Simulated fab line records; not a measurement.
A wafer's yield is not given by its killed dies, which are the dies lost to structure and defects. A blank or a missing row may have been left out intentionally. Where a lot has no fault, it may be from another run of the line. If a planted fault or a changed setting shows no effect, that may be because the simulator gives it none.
Split-lot experiment || flow sky130 || on a route of 708 steps: 5 lots, 23 wafers read

## THE SPLIT
At SKY_SD_P_DEVELOP_06 (develop time 60 s), the setting devTempC was moved away from the recipe's 23 C on 11 of the 23 wafers read, by -11.9% to +6.2%. The other wafers ran this setting at the recipe's value.

There is no step in the file separating the split from the reading.

## THE READING
cdNm (nm) at SKY_SD_P_CD_MEAS_07, where the cd target is 380 nm. Typical for fault-free wafers on this fab line: 379.7 nm, with standard deviation 2.2 nm.

{"wafer": "L075.1", "tool, chamber at the split": "lithoTrack-03, 0", "devTempC as run, C": 20.26, "against the recipe": "-11.9%", "cdNm, nm": 389.9, "against lot-mates on the recipe": "+9.2"}
{"wafer": "L075.2", "tool, chamber at the split": "lithoTrack-03, 0", "devTempC as run, C": 23, "against the recipe": "recipe", "cdNm, nm": 382.2, "against lot-mates on the recipe": "-"}
{"wafer": "L075.3", "tool, chamber at the split": "lithoTrack-03, 0", "devTempC as run, C": 20.26, "against the recipe": "-11.9%", "cdNm, nm": 389.1, "against lot-mates on the recipe": "+8.4"}
{"wafer": "L075.4", "tool, chamber at the split": "lithoTrack-03, 0", "devTempC as run, C": 23, "against the recipe": "recipe", "cdNm, nm": 379.2, "against lot-mates on the recipe": "-"}
{"wafer": "L075.5", "tool, chamber at the split": "lithoTrack-03, 0", "devTempC as run, C": 20.26, "against the recipe": "-11.9%", "cdNm, nm": 391.0, "against lot-mates on the recipe": "+10.3"}
{"wafer": "L078.2", "tool, chamber at the split": "lithoTrack-02, 0", "devTempC as run, C": 24.43, "against the recipe": "+6.2%", "cdNm, nm": 373.7, "against lot-mates on the recipe": -4.8}
{"wafer": "L078.3", "tool, chamber at the split": "lithoTrack-02, 0", "devTempC as run, C": 24.43, "against the recipe": "+6.2%", "cdNm, nm": 374.9, "against lot-mates on the recipe": -3.6}
{"wafer": "L078.4", "tool, chamber at the split": "lithoTrack-02, 0", "devTempC as run, C": 24.43, "against the recipe": "+6.2%", "cdNm, nm": 375.2, "against lot-mates on the recipe": -3.3}
{"wafer": "L078.5", "tool, chamber at the split": "lithoTrack-02, 0", "devTempC as run, C": 23, "against the recipe": "recipe", "cdNm, nm": 379.4, "against lot-mates on the recipe": "-"}
{"wafer": "L078.6", "tool, chamber at the split": "lithoTrack-02, 0", "devTempC as run, C": 23, "against the recipe": "recipe", "cdNm, nm": 377.7, "against lot-mates on the recipe": "-"}
{"wafer": "L079.2", "tool, chamber at the split": "lithoTrack-01, 0", "devTempC as run, C": 23, "against the recipe": "recipe", "cdNm, nm": 381.9, "against lot-mates on the recipe": "-"}
{"wafer": "L079.3", "tool, chamber at the split": "lithoTrack-01, 0", "devTempC as run, C": 20.97, "against the recipe": "-8.8%", "cdNm, nm": 386.1, "against lot-mates on the recipe": "+4.6"}
{"wafer": "L079.4", "tool, chamber at the split": "lithoTrack-01, 0", "devTempC as run, C": 20.97, "against the recipe": "-8.8%", "cdNm, nm": 389.3, "against lot-mates on the recipe": "+7.8"}
{"wafer": "L079.5", "tool, chamber at the split": "lithoTrack-01, 0", "devTempC as run, C": 20.97, "against the recipe": "-8.8%", "cdNm, nm": 386.6, "against lot-mates on the recipe": "+5.1"}
{"wafer": "L079.6", "tool, chamber at the split": "lithoTrack-01, 0", "devTempC as run, C": 23, "against the recipe": "recipe", "cdNm, nm": 381.2, "against lot-mates on the recipe": "-"}
{"wafer": "L080.2", "tool, chamber at the split": "lithoTrack-02, 0", "devTempC as run, C": 23, "against the recipe": "recipe", "cdNm, nm": 380.5, "against lot-mates on the recipe": "-"}
{"wafer": "L080.3", "tool, chamber at the split": "lithoTrack-02, 0", "devTempC as run, C": 23, "against the recipe": "recipe", "cdNm, nm": 377.1, "against lot-mates on the recipe": "-"}
{"wafer": "L080.4", "tool, chamber at the split": "lithoTrack-02, 0", "devTempC as run, C": 20.99, "against the recipe": "-8.7%", "cdNm, nm": 386.6, "against lot-mates on the recipe": "+8.1"}
{"wafer": "L080.5", "tool, chamber at the split": "lithoTrack-02, 0", "devTempC as run, C": 23, "against the recipe": "recipe", "cdNm, nm": 377.8, "against lot-mates on the recipe": "-"}
{"wafer": "L080.6", "tool, chamber at the split": "lithoTrack-02, 0", "devTempC as run, C": 20.99, "against the recipe": "-8.7%", "cdNm, nm": 386.6, "against lot-mates on the recipe": "+8.1"}
{"wafer": "L084.1", "tool, chamber at the split": "lithoTrack-01, 0", "devTempC as run, C": 23, "against the recipe": "recipe", "cdNm, nm": 379.1, "against lot-mates on the recipe": "-"}
{"wafer": "L084.3", "tool, chamber at the split": "lithoTrack-01, 0", "devTempC as run, C": 23, "against the recipe": "recipe", "cdNm, nm": 377.5, "against lot-mates on the recipe": "-"}
{"wafer": "L084.6", "tool, chamber at the split": "lithoTrack-01, 0", "devTempC as run, C": 23, "against the recipe": "recipe", "cdNm, nm": 379.1, "against lot-mates on the recipe": "-"}

FIT RESULTS
A straight line over all 23 wafers: cdNm changes by -0.857 nm for each +1% of devTempC; r = -0.96; the points scatter about the line by 1.4 nm.
The same after taking each lot's own level away (the mean of its wafers on the recipe; 23 wafers): -0.743 nm for each +1%; r = -0.96; scatter 1.2 nm.
That fit puts the effect of the largest move of devTempC on the reading at 8.9 nm.
The span of the lots' own levels, 378.47 to 381.55 nm, comes to 1.4 times the standard deviation stated above.
Hence the slope depends on the lot-to-lot level, as the two fits are not the same.
Check: +9.01 nm against its lot-mates is what the line predicts for one of the wafers moved furthest among these (-11.9%) when that wafer is left out of the fit. It came out at +9.2 nm against them.

## THE OTHER SPLITS THESE WAFERS WENT THROUGH
Other splits were also applied to these wafers ahead of the reading. Each is held against what the fit with the lots' levels taken away leaves over:
{"other split on the same wafers": "SKY_GATE_OXIDE_SOFTBAKE_06 tempC", "wafers away from the commonest value": 6, "r with cdNm (lot level and that fit taken away)": "+0.46"}
{"other split on the same wafers": "SKY_POLY_GATE_ETCH_15 timeS", "wafers away from the commonest value": 6, "r with cdNm (lot level and that fit taken away)": "+0.14"}
{"other split on the same wafers": "SKY_LDD_N_IMPLANT_09 energyKev", "wafers away from the commonest value": 5, "r with cdNm (lot level and that fit taken away)": "+0.49"}
{"other split on the same wafers": "SKY_LDD_P_DEVELOP_06 devTempC", "wafers away from the commonest value": 9, "r with cdNm (lot level and that fit taken away)": "+0.08"}
{"other split on the same wafers": "SKY_LDD_P_IMPLANT_09 energyKev", "wafers away from the commonest value": 9, "r with cdNm (lot level and that fit taken away)": -0.15}
{"other split on the same wafers": "SKY_LDD_HVN_IMPLANT_08 energyKev", "wafers away from the commonest value": 7, "r with cdNm (lot level and that fit taken away)": -0.10}
{"other split on the same wafers": "SKY_LDD_HVP_IMPLANT_08 doseCm2", "wafers away from the commonest value": 5, "r with cdNm (lot level and that fit taken away)": -0.11}
{"other split on the same wafers": "SKY_LDD_LDN_COAT_02 spinRpm", "wafers away from the commonest value": 8, "r with cdNm (lot level and that fit taken away)": "+0.03"}
{"other split on the same wafers": "SKY_LDD_LDN_IMPLANT_11 energyKev", "wafers away from the commonest value": 4, "r with cdNm (lot level and that fit taken away)": "+0.07"}

## FILE'S OWN FIT
cdNm changes by -0.769 nm for each +1% of devTempC, r = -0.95.
